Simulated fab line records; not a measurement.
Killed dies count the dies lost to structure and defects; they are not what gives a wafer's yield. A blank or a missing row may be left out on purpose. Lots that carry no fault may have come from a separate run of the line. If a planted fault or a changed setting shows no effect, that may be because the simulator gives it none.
Which of the tools did it? || flow sky130 || 6 lots with 18 wafers sampled at 3 steps, on a route of 708 steps

## WHAT THE GAUGES READ, wafer by wafer
SKY_LDD_HVN_TW_MEAS_10.
{"lot": "L401", "measured": "day 22 02:06", "on": "film-metro-02", "LDD_HVN_TW": "2840 2820 2823"}
{"lot": "L403", "measured": "day 22 15:30", "on": "film-metro-03", "LDD_HVN_TW": "2771 2766 2753"}
{"lot": "L411", "measured": "day 25 08:54", "on": "film-metro-01", "LDD_HVN_TW": "1441 1448 1446"}
{"lot": "L414", "measured": "day 26 07:51", "on": "film-metro-02", "LDD_HVN_TW": "1441 1434 1444"}
{"lot": "L416", "measured": "day 27 04:18", "on": "film-metro-01", "LDD_HVN_TW": "1428 1433 1439"}
{"lot": "L419", "measured": "day 28 09:25", "on": "film-metro-01", "LDD_HVN_TW": "1434 1441 1445"}

## EACH LOT AND THE TOOL THAT RAN IT (in order: tool; ch and the chambers of the sampled wafers; start)
{"lot": "L401", "SKY_LDD_P_STRIP_10": "plasma-asher-01 ch 0,1, day 20 18:46", "SKY_LDD_HVN_IMPLANT_08": "implanter-01 ch 0, day 22 01:52"}
{"lot": "L403", "SKY_LDD_P_STRIP_10": "plasma-asher-01 ch 0,1, day 21 08:40", "SKY_LDD_HVN_IMPLANT_08": "implanter-01 ch 0, day 22 15:15"}
{"lot": "L411", "SKY_LDD_P_STRIP_10": "plasma-asher-02 ch 0,1, day 24 02:50", "SKY_LDD_HVN_IMPLANT_08": "implanter-02 ch 0, day 25 08:40"}
{"lot": "L414", "SKY_LDD_P_STRIP_10": "plasma-asher-01 ch 0,1, day 25 01:16", "SKY_LDD_HVN_IMPLANT_08": "implanter-01 ch 0, day 26 07:36"}
{"lot": "L416", "SKY_LDD_P_STRIP_10": "plasma-asher-01 ch 0,1, day 25 23:11", "SKY_LDD_HVN_IMPLANT_08": "implanter-03 ch 0, day 27 04:03"}
{"lot": "L419", "SKY_LDD_P_STRIP_10": "plasma-asher-04 ch 0,1, day 27 03:34", "SKY_LDD_HVN_IMPLANT_08": "implanter-03 ch 0, day 28 09:13"}
- SKY_LDD_P_STRIP_10: strips in O2/N2.
- SKY_LDD_HVN_IMPLANT_08

## THE ANSWER, worked out from the rows above alone
Rule: the lots themselves supply what counts as usual. Put in order of their means at a reading, lots are off if they are a third of the lots or fewer, leave a main group of 4 or more, and stand apart from it by a gap of 3 or more times the standard deviation of the main group's means; of several such gaps the widest counts. Not used: any main group whose means are identical at the precision the tables above print for the reading. A lot without any number at a reading at which 4 lots or more have one is off too. All remaining lots with rows at the step are treated as sound.
Off: at SKY_LDD_HVN_TW_MEAS_10 (LDD_HVN_TW), L401, L403. The main group: mean 1440, standard deviation 4.1.
If a tool, at a process step before that reading, ran all the lots that are off and no sound lot after the first of them, it fits. The gauges at SKY_LDD_HVN_TW_MEAS_10 are tried like those tools. No candidate that was tried fits.

## WHAT WAS PUT IN BY THE SIMULATOR
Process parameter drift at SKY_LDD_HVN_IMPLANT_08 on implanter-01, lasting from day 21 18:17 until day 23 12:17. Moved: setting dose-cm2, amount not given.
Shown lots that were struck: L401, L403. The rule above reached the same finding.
